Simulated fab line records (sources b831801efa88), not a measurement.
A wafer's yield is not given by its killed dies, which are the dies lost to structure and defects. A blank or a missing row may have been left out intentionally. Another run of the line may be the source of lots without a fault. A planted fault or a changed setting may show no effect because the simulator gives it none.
Which tool was responsible? ; flow gf180mcu ; 6 lots with 18 wafers sampled at 4 steps, on a route of 602 steps

## WHAT THE GAUGES SHOWED, per wafer
GF_V2_THK_MEAS_01.
lot;measured;on;V2_CVD_00_THK (nm)
L828;day 19 13:38;film metro-01;611 605 608
L831;day 20 12:46;film metro-01;594 595 605
L834;day 21 18:30;film metro-03;595 602 595
L839;day 23 12:43;film metro-03;608 485 607
L848;day 26 11:10;film metro-03;594 594 589
L849;day 26 21:29;film metro-03;602 604 599

## WHAT TOOL EACH LOT RAN ON (gives the tool, then ch and the chambers of the sampled wafers, and finally the start)
lot;GF_V1_CVD_23;GF_M2_SPUTTER_01;GF_V2_CVD_00
L828;cvd w-01 ch 0,1, day 18 11:29;pvd sputter-04, day 18 12:11;hdpcvd-01 ch 0,1, day 19 13:34
L831;cvd w-02 ch 0,1, day 19 11:04;pvd sputter-02, day 19 11:46;hdpcvd-01 ch 1,2, day 20 12:41
L834;cvd w-02 ch 0,1, day 20 17:28;pvd sputter-04, day 20 18:13;hdpcvd-02 ch 1,2, day 21 18:25
L839;cvd w-02 ch 0,1, day 22 12:14;pvd sputter-01, day 22 12:55;hdpcvd-01 ch 0,2, day 23 12:38
L848;cvd w-01 ch 0,1, day 25 12:42;pvd sputter-04, day 25 13:23;hdpcvd-02 ch 1,2, day 26 11:06
L849;cvd w-01 ch 0,1, day 25 22:23;pvd sputter-04, day 25 23:02;hdpcvd-02 ch 0,1, day 26 21:24
- GF_V1_CVD_23: deposits W, target thk 350 nm, time 105.05 s.
- GF_M2_SPUTTER_01: material TiN, target thk 30 nm, time 25 s.
- GF_V2_CVD_00: deposits SiO2, target thk 600 nm, time 100 s.

## THE ANSWER, worked out from the rows above alone
Rule: the usual values come from the lots themselves. The widest of any qualifying gaps counts: lots, ordered by their means at a reading, are off when they make up no more than a third of the lots, leave a main group of 4 or more, and stand apart from it by 3 or more times the standard deviation of that group's means. Not used: any main group whose means are identical at the precision the tables above print for the reading. Also off: a lot with no number at a reading for which 4 or more lots have one. The other lots that the step has rows for count as sound.
Off: L839, seen at GF_V2_THK_MEAS_01 (V2_CVD_00_THK). Main group: mean 599 nm, sd 5.2.
If a tool, at a process step before that reading, ran all the lots that are off and no sound lot after the first of them, it fits. Those tools and the gauges at GF_V2_THK_MEAS_01 are tried in the same way. Can't be told from this: 3 tools fit, cvd w-02 at GF_V1_CVD_23, pvd sputter-01 at GF_M2_SPUTTER_01, hdpcvd-01 at GF_V2_CVD_00.

## WHAT THE SIMULATOR HAD INSERTED
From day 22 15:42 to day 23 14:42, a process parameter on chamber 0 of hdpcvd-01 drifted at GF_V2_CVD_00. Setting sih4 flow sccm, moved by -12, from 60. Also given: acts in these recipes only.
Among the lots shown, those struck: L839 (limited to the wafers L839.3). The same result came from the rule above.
